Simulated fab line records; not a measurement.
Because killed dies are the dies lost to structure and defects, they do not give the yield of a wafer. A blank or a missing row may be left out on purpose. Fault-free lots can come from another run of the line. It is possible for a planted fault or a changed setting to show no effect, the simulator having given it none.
fab line records    flow sfq-line
[record] lots = 13  wafers = 39  last-day = 88
route steps=325 shown I4@164
lots that met no fault: taken from a fault-free run of the same line
start-h: the number of hours between the record's first day and the start of the first shown wafer of the lot    wait-h: time in hours since the lot's previous step    " identical to the entry in the row above    L1.1+2: a row that stands for several wafers    - value missing, or start not given    * or withheld: withheld    < > ~ a bound
route shown NAME@n: names a module that has steps shown in the file, with the first one's number in the route    usual: average and standard deviation across the fault-free wafers    same: alike in all rows    chamber/n: place in a boat    sites: the reading at each site    _std_site: standard deviation across them    _edge_site: mean of outer sites minus mean of inner sites    radius-mm: how far each site lies from the wafer's centre    mask NAME#n: copy n    behind: the last tool/chamber to shape the wafer    hold: the reason the lot was held/the length of the hold in hours/how it ended    device: which transistor (n, p or np) failed to switch    end of line: at the end of the route, the tests of the same wafers    for a step that has no rows: nothing shown but its recipe    killed: dies lost to structure and defects at the first sort, not the wafer's yield    map: per-die view of a wafer (x killed, . not killed, _ where there is no die)
set.NAME: the setting that was run; set.NAME@STEP: the one run at that earlier step    model.NAME: the simulator's own value behind a step, which no gauge read
steps of the route over a sample of lots; a table a step, a row a wafer
services: a tool's chamber out of use, with start hour (start-h, from the record's first day; less than 0 if before it), hours out, and reason
[[steps]]
[step SFQ_TRILAYER_I4_CMP_CMP_100]
[recipe] material = SiO2  down-force-psi = 3  platen-rpm = 60  pad-velocity-m-s = 0.94248
[usual] head-pressure-psi = 3.001/0.0071  motor-current-A = 10.2/0.79  time-to-endpoint-s = 217/6.8
lot.wafer  tool    chamber  start-h  wait-h  head-pressure-psi  motor-current-A  time-to-endpoint-s
L632.1     cmp-02  2        859.00   7.1     3.000              9.2              208
L632.2     "       3        "        "       3.004              11.5             215
L632.6     "       1        860.50   8.5     2.999              9.8              223
L633.4     cmp-02  2        867.50   5.9     3.008              8.9              219
L633.1     "       1        869.00   7.5     3.008              9.9              211
L633.5     "       2        "        "       3.001              9.2              216
L634.1     cmp-02  1        871.00   7.2     3.009              10.0             213
L634.4     "       2        "        "       3.007              9.0              220
L634.6     "       0        872.50   8.6     2.990              9.6              225
L637.3     cmp-01  0        1052.48  0.5     3.007              8.9              223
L637.4     "       1        "        "       2.997              10.7             234
L637.1     "       2        "        "       3.011              10.7             215
L638.4     cmp-01  0        1062.78  0.0     2.984              9.7              221
L638.1     "       1        "        "       3.001              10.3             222
L638.2     "       3        1064.28  1.5     3.002              10.5             208
L639.4     cmp-01  3        1081.32  6.8     2.999              10.3             219
L639.6     "       3        1083.32  8.8     3.001              10.7             207
L639.5     "       0        "        "       3.002              9.3              225
L640.4     cmp-01  2        1090.34  2.6     3.006              10.6             218
L640.3     "       0        1091.34  3.6     2.992              9.2              218
L640.2     "       1        "        "       2.987              10.7             226
L642.1     cmp-01  1        1120.34  15.8    3.000              10.6             226
L642.4     "       3        1121.34  16.8    2.993              10.1             213
L642.5     "       2        1122.84  18.3    3.003              11.1             216
L643.2     cmp-02  2        1134.08  20.0    3.001              9.6              217
L643.4     "       3        "        "       3.004              11.4             227
L643.6     "       1        1135.58  21.4    3.016              8.9              223
L644.4     cmp-02  3        1136.08  20.7    2.989              11.3             223
L644.1     "       1        1137.08  21.8    2.994              10.2             221
L644.3     "       2        "        "       2.994              9.3              213
L645.2     cmp-02  3        1148.08  20.8    2.996              11.2             215
L645.4     "       0        "        "       3.008              10.2             228
L645.1     "       1        "        "       3.004              10.2             211
L648.2     cmp-02  2        1172.12  17.2    2.732              8.8              232
L648.3     "       3        "        "       3.011              11.4             212
L648.5     "       3        1174.62  19.7    2.995              11.1             222
L652.1     cmp-01  1        1214.00  20.6    3.004              11.0             221
L652.2     "       3        1215.00  21.6    3.005              10.2             200
L652.5     "       1        1216.00  22.6    2.994              11.1             226
[[services]]
tool    chamber  start-h  hours  kind
cmp-01  -        846.67   0.3    repair
cmp-02  -        885.07   2.6    repair
cmp-01  -        889.66   6.4    pm
cmp-02  -        914.39   1.0    repair
cmp-01  -        917.50   4.0    pm
cmp-01  -        921.50   -      consumable-replace:conditioner
cmp-01  -        921.50   -      consumable-replace:pad
cmp-02  -        983.23   0.6    repair
cmp-01  -        996.91   0.5    repair
cmp-02  -        1045.52  4.3    pm
cmp-02  -        1057.68  0.5    repair
cmp-01  -        1071.21  2.3    repair
cmp-01  -        1073.47  1.9    repair
cmp-02  -        1089.36  4.0    pm
cmp-02  -        1092.79  34.5   repair
cmp-02  -        1093.36  -      consumable-replace:conditioner
cmp-02  -        1093.36  -      consumable-replace:pad
cmp-02  -        1127.27  2.8    pm
cmp-01  -        1134.32  2.8    repair
cmp-01  -        1142.89  1.9    repair
cmp-02  -        1152.82  1.3    repair
cmp-01  -        1211.15  0.8    repair
[[key]]
[first-sign] step = SFQ_TRILAYER_I4_CMP_CMP_100  reading = head-pressure-psi  direction = down  sigmas = 38  usual = 3.001  struck = 2.732
effect none on later readings
met-at SFQ_TRILAYER_I4_CMP_CMP_100
struck-lots L648
struck-wafers L648.2
onset-between 1136.08 1172.12
[fault] kind = process-parameter-drift  tool = cmp-02  chamber = 2  onset-h = 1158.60  steps = SFQ_TRILAYER_I4_CMP_CMP_100  channel = down-force-psi  offset = -0.27501  shape = step  end-h = 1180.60  acts-in = these-recipes-only  stated = 3
